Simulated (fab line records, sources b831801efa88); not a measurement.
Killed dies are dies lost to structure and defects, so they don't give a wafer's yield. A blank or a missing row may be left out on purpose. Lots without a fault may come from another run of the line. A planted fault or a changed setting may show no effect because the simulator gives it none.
Chamber matching | flow sky130 | SKY_FIELD_ISO_CMP_27 on cmp-02: 4 sister chambers
The step polishes, stops on Si3N4, t overpolish 16 s, target thk 457.8 nm. 16 wafers are shown with their chamber, then 8 later ones without.

WAFERS WITH THEIR CHAMBER
wafer  | chamber | motor_current_A (A) | time_to_endpoint_s (s) | overpolish_run_s (s)
L910.1 | 3       | 11.6                | 109                    | 16.000
L910.2 | 0       | 10.2                | 111                    | 16.012
L910.5 | 1       | 13.2                | 120                    | 16.002
L911.2 | 2       | 12.9                | 115                    | 16.004
L911.3 | 1       | 12.1                | 114                    | 15.999
L911.6 | 2       | 13.8                | 118                    | 16.004
L913.1 | 1       | 12.5                | 114                    | 16.014
L913.2 | 2       | 13.3                | 110                    | 16.011
L913.5 | 0       | 10.7                | 111                    | 16.007
L914.4 | 0       | 10.2                | 116                    | 16.009
L914.5 | 3       | 11.8                | 111                    | 16.009
L914.6 | 2       | 13.9                | 114                    | 16.001
L919.1 | 1       | 12.5                | 116                    | 15.986
L919.5 | 2       | 13.0                | 113                    | 16.020
L919.6 | 3       | 12.1                | 108                    | 16.007
L923.1 | 1       | 13.1                | 112                    | 15.980

SIGNATURES (means of the wafers above)
reading            | chamber 0 | chamber 1 | chamber 2 | chamber 3 | scatter within a chamber
motor_current_A    | 10.367    | 12.680    | 13.380    | 11.833    | 0.405
time_to_endpoint_s | 112.67    | 115.20    | 114.00    | 109.33    | 2.77
overpolish_run_s   | 16.00933  | 15.99620  | 16.00800  | 16.00533  | 0.0092
Rule: a wafer's distance from a chamber is the root of the sum, over the readings, of the square of ((its reading less the chamber's mean) divided by the reading's scatter). The wafer belongs to the nearest chamber; if the next one is less than 2 further off, it can't be placed. The scatter: the root of (the sum of the squares of (reading less its chamber's mean) over the shown wafers, divided by (wafers less chambers)).

WAFERS WITHOUT THEIR CHAMBER
wafer  | motor_current_A (A) | time_to_endpoint_s (s) | overpolish_run_s (s)
L923.3 | 11.5                | 109                    | 16.001
L923.5 | 10.6                | 108                    | 15.998
L924.1 | 12.3                | 113                    | 15.991
L924.2 | 11.8                | 110                    | 15.992
L924.5 | 13.5                | 114                    | 16.003
L925.1 | 11.9                | 107                    | 16.010
L925.5 | 11.7                | 114                    | 16.005
L925.6 | 13.0                | 114                    | 15.992

WHICH CHAMBER EACH WENT THROUGH
wafer  | from the rows above          | in truth
L923.3 | 3                            | 3
L923.5 | can't be placed: 0 or 3      | 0
L924.1 | can't be placed: 1 or 3 or 2 | 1
L924.2 | can't be placed: 3 or 1      | 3
L924.5 | can't be placed: 2 or 1      | 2
L925.1 | 3                            | 3
L925.5 | can't be placed: 3 or 1 or 0 | 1
L925.6 | can't be placed: 1 or 2      | 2
Placed correctly: 2 of 8. Can't be placed from these rows: 6 (the true chamber is among the candidates in 6). Placed wrongly: 0.
